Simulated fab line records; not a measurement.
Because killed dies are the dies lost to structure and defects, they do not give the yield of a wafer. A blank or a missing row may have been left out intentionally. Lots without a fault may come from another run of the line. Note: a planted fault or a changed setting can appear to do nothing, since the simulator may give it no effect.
Which tool was responsible? :: flow sfq-line :: 14 lots, 42 wafers sampled, at 3 steps of a route of 325

== WHAT THE GAUGES READ, wafer by wafer ==
The record holds no reading of a measuring or inspecting step that can be judged against a usual standard deviation.

== WHAT TOOL EACH LOT RAN ON (gives the tool, then ch and the chambers of the sampled wafers, and finally the start) ==
lot: L279
SFQ_TRILAYER_L0_VIA_BARC_OPEN_VIA_ETCH_021: rie-diel-03 ch 2,3, day 8 10:58
SFQ_TRILAYER_L0_VIA_ETCH_VIA_ETCH_016: rie-diel-03 ch 2,3, day 8 11:00
SFQ_TRILAYER_M0_LITHO_EXPOSE_022: krf-scanner-01 ch 0, day 12 08:07

lot: L280
SFQ_TRILAYER_L0_VIA_BARC_OPEN_VIA_ETCH_021: rie-diel-03 ch 1,2,3, day 8 18:10
SFQ_TRILAYER_L0_VIA_ETCH_VIA_ETCH_016: rie-diel-03 ch 1,2,3, day 8 18:12
SFQ_TRILAYER_M0_LITHO_EXPOSE_022: krf-scanner-01 ch 0, day 12 17:55

lot: L281
SFQ_TRILAYER_L0_VIA_BARC_OPEN_VIA_ETCH_021: rie-diel-02 ch 0,2,3, day 9 00:10
SFQ_TRILAYER_L0_VIA_ETCH_VIA_ETCH_016: rie-diel-02 ch 0,2,3, day 9 00:12
SFQ_TRILAYER_M0_LITHO_EXPOSE_022: krf-scanner-01 ch 0, day 13 03:19

lot: L283
SFQ_TRILAYER_L0_VIA_BARC_OPEN_VIA_ETCH_021: rie-diel-03 ch 0,1, day 9 14:34
SFQ_TRILAYER_L0_VIA_ETCH_VIA_ETCH_016: rie-diel-03 ch 0,1, day 9 14:36
SFQ_TRILAYER_M0_LITHO_EXPOSE_022: krf-scanner-02 ch 0, day 14 03:33

lot: L284
SFQ_TRILAYER_L0_VIA_BARC_OPEN_VIA_ETCH_021: rie-diel-03 ch 1,2, day 9 22:18
SFQ_TRILAYER_L0_VIA_ETCH_VIA_ETCH_016: rie-diel-03 ch 1,2, day 9 22:20
SFQ_TRILAYER_M0_LITHO_EXPOSE_022: krf-scanner-02 ch 0, day 14 12:21

lot: L286
SFQ_TRILAYER_L0_VIA_BARC_OPEN_VIA_ETCH_021: rie-diel-04 ch 0,1,3, day 10 12:42
SFQ_TRILAYER_L0_VIA_ETCH_VIA_ETCH_016: rie-diel-04 ch 0,1,3, day 10 12:44
SFQ_TRILAYER_M0_LITHO_EXPOSE_022: krf-scanner-01 ch 0, day 15 11:28

lot: L287
SFQ_TRILAYER_L0_VIA_BARC_OPEN_VIA_ETCH_021: rie-diel-04 ch 0,3, day 10 18:42
SFQ_TRILAYER_L0_VIA_ETCH_VIA_ETCH_016: rie-diel-04 ch 0,3, day 10 18:44
SFQ_TRILAYER_M0_LITHO_EXPOSE_022: krf-scanner-01 ch 0, day 15 19:16

lot: L288
SFQ_TRILAYER_L0_VIA_BARC_OPEN_VIA_ETCH_021: rie-diel-03 ch 0,1, day 10 22:18
SFQ_TRILAYER_L0_VIA_ETCH_VIA_ETCH_016: rie-diel-03 ch 0,1, day 10 22:20
SFQ_TRILAYER_M0_LITHO_EXPOSE_022: krf-scanner-01 ch 0, day 15 23:04

lot: L289
SFQ_TRILAYER_L0_VIA_BARC_OPEN_VIA_ETCH_021: rie-diel-02 ch 0,1,2, day 11 04:51
SFQ_TRILAYER_L0_VIA_ETCH_VIA_ETCH_016: rie-diel-02 ch 0,1,2, day 11 04:53
SFQ_TRILAYER_M0_LITHO_EXPOSE_022: krf-scanner-01 ch 0, day 16 08:28

lot: L294
SFQ_TRILAYER_L0_VIA_BARC_OPEN_VIA_ETCH_021: rie-diel-03 ch 1,2,3, day 12 14:37
SFQ_TRILAYER_L0_VIA_ETCH_VIA_ETCH_016: rie-diel-03 ch 1,2,3, day 12 14:39
SFQ_TRILAYER_M0_LITHO_EXPOSE_022: krf-scanner-02, day 17 23:00

lot: L295
SFQ_TRILAYER_L0_VIA_BARC_OPEN_VIA_ETCH_021: rie-diel-04 ch 1,2,3, day 13 00:03
SFQ_TRILAYER_L0_VIA_ETCH_VIA_ETCH_016: rie-diel-04 ch 1,2,3, day 13 00:05
SFQ_TRILAYER_M0_LITHO_EXPOSE_022: krf-scanner-02, day 18 07:24

lot: L298
SFQ_TRILAYER_L0_VIA_BARC_OPEN_VIA_ETCH_021: rie-diel-03 ch 0,2, day 14 07:29
SFQ_TRILAYER_L0_VIA_ETCH_VIA_ETCH_016: rie-diel-03 ch 0,2, day 14 07:31
SFQ_TRILAYER_M0_LITHO_EXPOSE_022: krf-scanner-01 ch 0, day 20 03:07

lot: L300
SFQ_TRILAYER_L0_VIA_BARC_OPEN_VIA_ETCH_021: rie-diel-04 ch 0,3, day 14 15:53
SFQ_TRILAYER_L0_VIA_ETCH_VIA_ETCH_016: rie-diel-04 ch 0,3, day 14 15:55
SFQ_TRILAYER_M0_LITHO_EXPOSE_022: krf-scanner-02 ch 0, day 20 16:14

lot: L301
SFQ_TRILAYER_L0_VIA_BARC_OPEN_VIA_ETCH_021: rie-diel-02 ch 0,1,2, day 14 23:13
SFQ_TRILAYER_L0_VIA_ETCH_VIA_ETCH_016: rie-diel-02 ch 0,1,2, day 14 23:15
SFQ_TRILAYER_M0_LITHO_EXPOSE_022: krf-scanner-02 ch 0, day 20 23:02
- SFQ_TRILAYER_L0_VIA_BARC_OPEN_VIA_ETCH_021: etches BARC in O2, target depth 125 nm, time 41.7 s.
- SFQ_TRILAYER_L0_VIA_ETCH_VIA_ETCH_016: etches SiO2 in CHF3, stops on MoNx KI, target depth 80 nm.
- SFQ_TRILAYER_M0_LITHO_EXPOSE_022: exposes mask M0, target cd 500 nm.

== WHAT THE TOOLS THEMSELVES READ (means of the sampled wafers that have a number; where no wafer has one, the mark that the record gives instead) ==
SFQ_TRILAYER_L0_VIA_BARC_OPEN_VIA_ETCH_021. Usual: bias-w 80.00 W, standard deviation 0.22; chamber-pressure-mTorr 29.999 mTorr, standard deviation 0.028; drypump-motor-current-A 6.0 A, standard deviation 0.38; oes-product-au 0.685 a.u., standard deviation 0.0045.
lot: L279
tool: rie-diel-03
bias-w (W): 80.08
chamber-pressure-mTorr (mTorr): 29.983
drypump-motor-current-A (A): 6.4
oes-product-au (a.u.): 0.684
flag: 

lot: L280
tool: rie-diel-03
bias-w (W): 80.00
chamber-pressure-mTorr (mTorr): 30.010
drypump-motor-current-A (A): 6.1
oes-product-au (a.u.): 0.684
flag: 

lot: L281
tool: rie-diel-02
bias-w (W): 80.04
chamber-pressure-mTorr (mTorr): 29.978
drypump-motor-current-A (A): 6.3
oes-product-au (a.u.): 0.683
flag: 

lot: L283
tool: rie-diel-03
bias-w (W): 79.97
chamber-pressure-mTorr (mTorr): 29.971
drypump-motor-current-A (A): 5.7
oes-product-au (a.u.): 0.685
flag: 

lot: L284
tool: rie-diel-03
bias-w (W): 80.16
chamber-pressure-mTorr (mTorr): 30.000
drypump-motor-current-A (A): 6.2
oes-product-au (a.u.): 0.683
flag: 

lot: L286
tool: rie-diel-04
bias-w (W): 79.98
chamber-pressure-mTorr (mTorr): 29.980
drypump-motor-current-A (A): 5.6
oes-product-au (a.u.): 0.685
flag: 

lot: L287
tool: rie-diel-04
bias-w (W): 80.01
chamber-pressure-mTorr (mTorr): 29.993
drypump-motor-current-A (A): 5.8
oes-product-au (a.u.): 0.681
flag: 

lot: L288
tool: rie-diel-03
bias-w (W): 80.06
chamber-pressure-mTorr (mTorr): 29.993
drypump-motor-current-A (A): 6.1
oes-product-au (a.u.): 0.686
flag: 

lot: L289
tool: rie-diel-02
bias-w (W): 80.05
chamber-pressure-mTorr (mTorr): 29.985
drypump-motor-current-A (A): 6.0
oes-product-au (a.u.): 0.680
flag: 

lot: L294
tool: rie-diel-03
bias-w (W): -
chamber-pressure-mTorr (mTorr): -
drypump-motor-current-A (A): -
oes-product-au (a.u.): -
flag: OFF

lot: L295
tool: rie-diel-04
bias-w (W): -
chamber-pressure-mTorr (mTorr): -
drypump-motor-current-A (A): -
oes-product-au (a.u.): -
flag: OFF

lot: L298
tool: rie-diel-03
bias-w (W): 80.15
chamber-pressure-mTorr (mTorr): 29.995
drypump-motor-current-A (A): 6.5
oes-product-au (a.u.): 0.685
flag: 

lot: L300
tool: rie-diel-04
bias-w (W): 79.90
chamber-pressure-mTorr (mTorr): 29.990
drypump-motor-current-A (A): 5.7
oes-product-au (a.u.): 0.685
flag: 

lot: L301
tool: rie-diel-02
bias-w (W): 79.94
chamber-pressure-mTorr (mTorr): 29.992
drypump-motor-current-A (A): 6.0
oes-product-au (a.u.): 0.685
flag: 

SFQ_TRILAYER_L0_VIA_ETCH_VIA_ETCH_016. Usual: bias-w 78.00 W, standard deviation 0.23; chamber-pressure-mTorr 30.002 mTorr, standard deviation 0.024; drypump-motor-current-A 6.0 A, standard deviation 0.38; oes-product-au 0.837 a.u., standard deviation 0.0073.
lot: L279
tool: rie-diel-03
bias-w (W): 77.66
chamber-pressure-mTorr (mTorr): 29.992
drypump-motor-current-A (A): 6.4
oes-product-au (a.u.): 0.836
flag: 

lot: L280
tool: rie-diel-03
bias-w (W): 78.09
chamber-pressure-mTorr (mTorr): 29.992
drypump-motor-current-A (A): 6.1
oes-product-au (a.u.): 0.832
flag: 

lot: L281
tool: rie-diel-02
bias-w (W): 78.11
chamber-pressure-mTorr (mTorr): 29.999
drypump-motor-current-A (A): 6.3
oes-product-au (a.u.): 0.834
flag: 

lot: L283
tool: rie-diel-03
bias-w (W): 78.02
chamber-pressure-mTorr (mTorr): 29.993
drypump-motor-current-A (A): 5.8
oes-product-au (a.u.): 0.841
flag: 

lot: L284
tool: rie-diel-03
bias-w (W): 78.25
chamber-pressure-mTorr (mTorr): 30.007
drypump-motor-current-A (A): 6.1
oes-product-au (a.u.): 0.836
flag: 

lot: L286
tool: rie-diel-04
bias-w (W): 77.91
chamber-pressure-mTorr (mTorr): 29.972
drypump-motor-current-A (A): 5.6
oes-product-au (a.u.): 0.842
flag: 

lot: L287
tool: rie-diel-04
bias-w (W): 78.16
chamber-pressure-mTorr (mTorr): 29.991
drypump-motor-current-A (A): 5.9
oes-product-au (a.u.): 0.837
flag: 

lot: L288
tool: rie-diel-03
bias-w (W): 77.80
chamber-pressure-mTorr (mTorr): 29.999
drypump-motor-current-A (A): 6.1
oes-product-au (a.u.): 0.845
flag: 

lot: L289
tool: rie-diel-02
bias-w (W): 78.18
chamber-pressure-mTorr (mTorr): 30.005
drypump-motor-current-A (A): 6.0
oes-product-au (a.u.): 0.835
flag: 

lot: L294
tool: rie-diel-03
bias-w (W): 77.85
chamber-pressure-mTorr (mTorr): 30.012
drypump-motor-current-A (A): 6.1
oes-product-au (a.u.): 0.373
flag: OFF

lot: L295
tool: rie-diel-04
bias-w (W): 78.17
chamber-pressure-mTorr (mTorr): 30.033
drypump-motor-current-A (A): 5.7
oes-product-au (a.u.): 0.373
flag: OFF

lot: L298
tool: rie-diel-03
bias-w (W): 78.00
chamber-pressure-mTorr (mTorr): 30.004
drypump-motor-current-A (A): 6.5
oes-product-au (a.u.): 0.845
flag: 

lot: L300
tool: rie-diel-04
bias-w (W): 78.10
chamber-pressure-mTorr (mTorr): 30.003
drypump-motor-current-A (A): 5.7
oes-product-au (a.u.): 0.842
flag: 

lot: L301
tool: rie-diel-02
bias-w (W): 77.95
chamber-pressure-mTorr (mTorr): 29.995
drypump-motor-current-A (A): 6.0
oes-product-au (a.u.): 0.837
flag: 

SFQ_TRILAYER_M0_LITHO_EXPOSE_022. Usual: exposure-dose-mJ-cm2 14.402, standard deviation 0.014; focus-offset-nm 0.1 nm, standard deviation 0.48.
lot: L279
tool: krf-scanner-01
exposure-dose-mJ-cm2: 14.414
focus-offset-nm (nm): 0.1
flag: 

lot: L280
tool: krf-scanner-01
exposure-dose-mJ-cm2: 14.395
focus-offset-nm (nm): 0.2
flag: 

lot: L281
tool: krf-scanner-01
exposure-dose-mJ-cm2: 14.404
focus-offset-nm (nm): 0.2
flag: 

lot: L283
tool: krf-scanner-02
exposure-dose-mJ-cm2: 14.400
focus-offset-nm (nm): 0.5
flag: 

lot: L284
tool: krf-scanner-02
exposure-dose-mJ-cm2: 14.406
focus-offset-nm (nm): 0.7
flag: 

lot: L286
tool: krf-scanner-01
exposure-dose-mJ-cm2: 14.402
focus-offset-nm (nm): 0.1
flag: 

lot: L287
tool: krf-scanner-01
exposure-dose-mJ-cm2: 14.404
focus-offset-nm (nm): 0.0
flag: 

lot: L288
tool: krf-scanner-01
exposure-dose-mJ-cm2: 14.429
focus-offset-nm (nm): 0.5
flag: 

lot: L289
tool: krf-scanner-01
exposure-dose-mJ-cm2: 14.412
focus-offset-nm (nm): 0.1
flag: 

lot: L294
tool: krf-scanner-02
exposure-dose-mJ-cm2: -
focus-offset-nm (nm): -
flag: OFF

lot: L295
tool: krf-scanner-02
exposure-dose-mJ-cm2: -
focus-offset-nm (nm): -
flag: OFF

lot: L298
tool: krf-scanner-01
exposure-dose-mJ-cm2: 14.387
focus-offset-nm (nm): 0.3
flag: 

lot: L300
tool: krf-scanner-02
exposure-dose-mJ-cm2: 14.398
focus-offset-nm (nm): 0.5
flag: 

lot: L301
tool: krf-scanner-02
exposure-dose-mJ-cm2: 14.422
focus-offset-nm (nm): -0.1
flag: 

== THE ANSWER, worked out from the rows above alone ==
Rule: a lot counts as off when the mean over its wafers that have a number is more than 3 standard deviations away from the usual mean. A lot without any number at a reading at which 4 lots or more have one is off too. The other lots that the step has rows for count as sound. After the gauges, taken in route order, come the tools' own readings; for these a lot's mean is taken, as printed above. At the first step where some lot is off, the reading lying furthest off is the one used; lots without a number count as furthest.
Off: L294, L295 (SFQ_TRILAYER_L0_VIA_BARC_OPEN_VIA_ETCH_021, bias-w). Without a number there: L294, L295.
If a tool, at that step or one of the process steps before it, ran each lot that is off and ran no sound lot following the first of them, it fits. Not one of the candidates tried fits.

== WHAT THE SIMULATOR HAD PUT IN ==
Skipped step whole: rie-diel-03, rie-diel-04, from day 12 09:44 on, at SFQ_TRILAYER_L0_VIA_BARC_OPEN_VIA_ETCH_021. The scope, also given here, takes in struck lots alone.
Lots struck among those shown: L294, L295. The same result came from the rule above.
